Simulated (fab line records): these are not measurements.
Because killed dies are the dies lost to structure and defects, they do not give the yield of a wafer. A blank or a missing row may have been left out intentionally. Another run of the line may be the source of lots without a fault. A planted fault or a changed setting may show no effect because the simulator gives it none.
The tool behind it: which one? ; flow gf180mcu ; 12 lots, 36 wafers sampled, at 4 steps of a route of 602

WHAT THE GAUGES READ, wafer by wafer
GF_M2_CD_MEAS_14: target cd 280 nm.
lot;measured;on;cd-nm (nm)
L939;day 18 21:53;cd-sem-02;278.2 279.1 277.4
L941;day 19 12:32;cd-sem-01;280.1 279.5 279.4
L943;day 20 17:58;cd-sem-02;280.3 280.5 280.2
L942;day 21 00:22;cd-sem-01;280.3 280.0 279.9
L944;day 21 14:26;cd-sem-02;278.0 280.1 278.5
L945;day 22 04:55;cd-sem-01;280.6 281.3 280.8
L947;day 22 15:14;cd-sem-01;279.6 279.5 278.7
L948;day 23 09:09;cd-sem-01;279.8 280.9 280.5
L951;day 23 22:17;cd-sem-02;281.3 281.7 282.7
L954;day 24 22:31;cd-sem-01;278.7 278.5 277.1
L957;day 25 15:50;cd-sem-02;281.5 280.6 281.6
L958;day 25 22:55;cd-sem-01;278.3 276.6 277.1

GF_V2_CD_MEAS_14: target cd 260 nm.
lot;measured;on;cd-nm (nm)
L939;day 19 23:58;cd-sem-02;257.6 258.7 258.4
L941;day 20 14:17;cd-sem-01;259.5 259.3 260.5
L943;day 21 19:34;cd-sem-01;260.1 259.4 260.1
L942;day 22 02:01;cd-sem-01;259.1 259.2 260.3
L944;day 22 16:19;cd-sem-02;258.8 258.7 260.0
L945;day 23 05:22;cd-sem-02;258.6 258.4 258.8
L947;day 23 15:13;cd-sem-01;259.5 260.7 259.9
L948;day 24 09:20;cd-sem-01;262.7 261.5 260.2
L951;day 24 21:57;cd-sem-02;259.2 259.9 258.8
L954;day 25 20:52;cd-sem-01;259.1 258.8 259.9
L957;day 26 14:06;cd-sem-02;257.9 258.0 259.2
L958;day 26 20:36;cd-sem-02;259.5 260.6 259.8

WHAT TOOL EACH LOT RAN ON (gives the tool, then ch and the chambers of the sampled wafers, and finally the start)
lot;GF_V1_SPUTTER_22;GF_V2_CMP_04
L939;pvd-sputter-01, day 17 20:41;cmp-01 ch 1,2,3, day 18 23:15
L941;pvd-sputter-04, day 18 12:37;cmp-02 ch 0,1,3, day 19 13:50
L943;pvd-sputter-04, day 19 17:39;cmp-02 ch 0,2,3, day 20 19:09
L942;pvd-sputter-02, day 19 23:39;cmp-01 ch 1,2, day 21 01:56
L944;pvd-sputter-01, day 20 14:05;cmp-01 ch 1,2,3, day 21 15:56
L945;pvd-sputter-04, day 21 04:05;cmp-02 ch 0,2,3, day 22 06:04
L947;pvd-sputter-02, day 21 14:39;cmp-02 ch 1,2,3, day 22 16:25
L948;pvd-sputter-02, day 22 09:05;cmp-01 ch 1,3, day 23 10:10
L951;pvd-sputter-01, day 23 00:02;cmp-02 ch 2,3, day 23 23:29
L954;pvd-sputter-04, day 23 23:29;cmp-02 ch 2,3, day 24 23:37
L957;pvd-sputter-02, day 24 17:55;cmp-01 ch 0,1,3, day 25 16:55
L958;pvd-sputter-01, day 25 01:43;cmp-01 ch 0,1,2, day 26 00:02
- GF_V1_SPUTTER_22: material TiN, target thk 10 nm, time 40 s.
- GF_V2_CMP_04: polishes SiO2.

AS READ BY THE TOOLS THEMSELVES (means over the sampled wafers that have a number; for cases with no such wafer, the mark the record gives instead)
GF_V1_SPUTTER_22.
lot;tool;cathode-dc-power-W (W);throttle-valve-pct (%)
L939;pvd-sputter-01;3999.8;30.9
L941;pvd-sputter-04;3999.5;29.6
L943;pvd-sputter-04;3999.6;29.8
L942;pvd-sputter-02;4000.3;30.0
L944;pvd-sputter-01;4000.8;31.0
L945;pvd-sputter-04;4000.8;29.2
L947;pvd-sputter-02;4000.1;30.2
L948;pvd-sputter-02;4000.2;29.9
L951;pvd-sputter-01;4000.5;30.5
L954;pvd-sputter-04;4000.0;29.3
L957;pvd-sputter-02;3999.0;29.7
L958;pvd-sputter-01;3999.7;30.7

GF_V2_CMP_04.
lot;tool;motor-current-A (A);time-to-endpoint-s (s)
L939;cmp-01;11.8;81
L941;cmp-02;12.8;86
L943;cmp-02;12.2;77
L942;cmp-01;11.8;87
L944;cmp-01;11.8;86
L945;cmp-02;12.0;82
L947;cmp-02;13.9;85
L948;cmp-01;11.7;83
L951;cmp-02;12.5;89
L954;cmp-02;12.5;93
L957;cmp-01;11.7;80
L958;cmp-01;11.8;81

THE ANSWER, worked out from the rows above alone
Rule: the lots themselves supply what counts as usual. The widest of any qualifying gaps counts: lots, ordered by their means at a reading, are off when they make up no more than a third of the lots, leave a main group of 4 or more, and stand apart from it by 3 or more times the standard deviation of that group's means. If all means in a main group match to the digits the tables above print for the reading, that group is not used. Also off: a lot with no number at a reading for which 4 or more lots have one. Any other lot the step has rows for is counted as sound. After the gauges, taken in route order, come the tools' own readings; for these a lot's mean is taken, as printed above. The first step at which some lot is off is used, and at that step the reading that is off furthest; a lot without a number counts as furthest.
Across all readings shown, no lot is off: no conclusion can be drawn from this.

WHAT WAS PUT IN BY THE SIMULATOR
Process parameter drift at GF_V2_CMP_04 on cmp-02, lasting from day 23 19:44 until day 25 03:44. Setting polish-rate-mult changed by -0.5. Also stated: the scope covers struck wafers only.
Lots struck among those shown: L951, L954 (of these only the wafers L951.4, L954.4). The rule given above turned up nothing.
